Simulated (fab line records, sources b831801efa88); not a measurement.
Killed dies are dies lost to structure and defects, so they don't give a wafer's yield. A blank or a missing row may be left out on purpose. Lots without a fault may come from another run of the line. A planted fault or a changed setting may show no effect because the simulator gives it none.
fab line records | flow sky130
record lots=6 wafers=18 last_day=50
route steps=708 shown LDD_N@237
lots that met no fault: from a run of the same line without faults
start_h: hours from the record's first day to the start of the lot's first wafer shown | wait_h: hours since the lot's step before | " the same as in the row above | L1.1+2: a row that stands for several wafers | - no value, or no start given | * or withheld: withheld | < > ~ a bound
route shown NAME@n: a module of which the file shows steps, and the number in the route of the first | usual: mean/standard deviation of fault-free wafers | same: alike in all rows | chamber/n: place in a boat | sites: the reading at each site | _std_site: their standard deviation | _edge_site: outer sites' mean less inner sites' | radius_mm: how far each site lies from the wafer's centre | mask NAME#n: copy n | behind: the tool/chamber that last shaped the wafer | hold: why the lot was held/for how many hours/how that ended | device: the transistor (n, p or np) that didn't switch | end of line: the same wafers' tests at the end of the route | a step without rows: its recipe alone | killed: dies lost to structure and defects at the first sort, not the wafer's yield | map: a wafer's dies, x killed, . not, _ none there
set.NAME: the setting as run; set.NAME@STEP: as run at that earlier step | model.NAME: the simulator's own value behind a step, which no gauge read
lots at some steps of the route; a table a step, a row a wafer
services: from which hour (start_h, from the record's first day; less than 0 if before it) a tool's chamber was out of use, for how many hours, and why
## steps
# step SKY_LDD_N_DEHYDRATE_00
# recipe temp_c=200 time_s=60
# step SKY_LDD_N_HMDS_01
# recipe prime_time_s=60 prime_temp_c=120
# step SKY_LDD_N_COAT_02
# recipe resist=NOVOLAK spin_rpm=3000 resist_thk_nm=300
# step SKY_LDD_N_SOFTBAKE_03
# recipe temp_c=90 time_s=60 resist=NOVOLAK
# step SKY_LDD_N_EXPOSE_04
# recipe mask_id=NTM target_cd_nm=840 na=0.6 source_shape=conventional sigma_outer=0.6 dose_mj=110
# step SKY_LDD_N_PEB_05
# recipe temp_c=withheld time_s=* resist=NOVOLAK
# step SKY_LDD_N_DEVELOP_06
# recipe develop_time_s=60 dev_temp_c=23
# step SKY_LDD_N_OVL_MEAS_07
# usual LDD_N_OVL=-0.5/1.3
# columns lot.wafer tool chamber start_h wait_h LDD_N_OVL[nm]
L263.1 overlay-01 - 437.17 0.1 0.9
L263.2 " - " " 0.2
L263.5 " - " " 0.9
L271.3 overlay-02 - 514.50 0.1 -1.5
L271.5 " - " " 1.0
L271.6 " - " " -1.3
L272.1 overlay-01 - 518.06 0.1 -0.2
L272.3 " - " " 0.7
L272.5 " - " " -0.3
L276.1 overlay-01 - 574.61 0.1 -0.7
L276.2 " - " " -1.9
L276.3 " - " " -1.4
L281.1 overlay-02 - 589.51 0.1 -0.5
L281.4 " - " " -2.0
L281.6 " - " " 0.3
L282.1 overlay-01 - 600.23 0.1 0.1
L282.5 " - " " 1.6
L282.6 " - " " -1.0
# step SKY_LDD_N_IMPLANT_08
# recipe species=As energy_kev=20 dose_cm2=7.5e+13 tilt_deg=withheld rotation_deg=23
# step SKY_LDD_N_IMPLANT_09
# recipe species=As energy_kev=20 dose_cm2=7.5e+13 tilt_deg=withheld rotation_deg=113
# step SKY_LDD_N_IMPLANT_10
# recipe species=As energy_kev=20 dose_cm2=7.5e+13 tilt_deg=withheld rotation_deg=203
# step SKY_LDD_N_IMPLANT_11
# recipe species=As energy_kev=20 dose_cm2=7.5e+13 tilt_deg=withheld rotation_deg=293
# step SKY_LDD_N_IMPLANT_12
# recipe species=BF2 energy_kev=50 dose_cm2=5e+12 tilt_deg=30 rotation_deg=0
# usual beam_energy_keV=49.999/0.015 beam_on_s=9.98/0.21
# columns lot.wafer tool chamber start_h wait_h beam_energy_keV beam_on_s
L263.1 implanter-01 0 437.80 0.1 50.003 10.00
L263.2 " 0 " " 49.995 9.90
L263.5 " 0 " " 49.995 10.20
L271.3 implanter-03 - 515.17 0.1 - -
L271.5 " - " " - -
L271.6 " - " " - -
L272.1 implanter-01 - 518.70 0.1 - -
L272.3 " - " " - -
L272.5 " - " " - -
L276.1 implanter-03 0 575.25 0.1 50.017 9.73
L276.2 " 0 " " 49.982 10.20
L276.3 " 0 " " 49.993 10.22
L281.1 implanter-03 0 590.15 0.1 50.023 9.79
L281.4 " 0 " " 50.003 9.76
L281.6 " 0 " " 50.014 9.83
L282.1 implanter-03 0 600.87 0.1 50.014 10.29
L282.5 " 0 " " 50.016 10.12
L282.6 " 0 " " 49.973 10.46
# step SKY_LDD_N_IMPLANT_13
# recipe species=BF2 energy_kev=50 dose_cm2=5e+12 tilt_deg=30 rotation_deg=90
## services
# columns tool chamber start_h hours kind
implanter-01 - 454.96 3.6 pm
implanter-01 - 474.94 5.0 repair
implanter-01 - 527.62 1.9 repair
implanter-01 - 535.82 6.0 pm
implanter-03 - 541.86 3.9 pm
implanter-03 - 546.32 1.6 repair
implanter-03 - 559.10 6.6 repair
implanter-01 - 564.17 3.5 repair
implanter-01 - 598.78 2.0 repair
## key
first_sign step=SKY_LDD_N_IMPLANT_12 reading=tool_record direction=missing
effect none on later readings
met_at SKY_LDD_N_IMPLANT_12
struck_wafers L271.3,L271.5,L271.6,L272.1,L272.3,L272.5
later_rows_left_out L271.3,L271.5,L271.6,L272.1,L272.3,L272.5
sort_left_out L271.3,L271.5,L271.6,L272.1,L272.3,L272.5
tester_left_out L271,L272
onset_between 437.80 515.17
fault kind=skipped_step_whole tool=implanter-01,implanter-03 chamber=- onset_h=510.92 steps=SKY_LDD_N_IMPLANT_12 scope=struck_lots_only
# tester_left_out: of these lots the tester's yield and bins aren't shown, on N5 and GAA mostly nor the transistor test; their killed dies are dies lost to structure and defects alone, not to doping, threshold or leakage, so they don't give the yield
# sort_left_out: the simulated sort isn't trusted on such a fault, so these wafers' sort isn't shown, and their yield isn't known
# later_rows_left_out: the simulator's readings of these wafers behind a module that went badly wrong aren't trusted and aren't shown, but for the sort
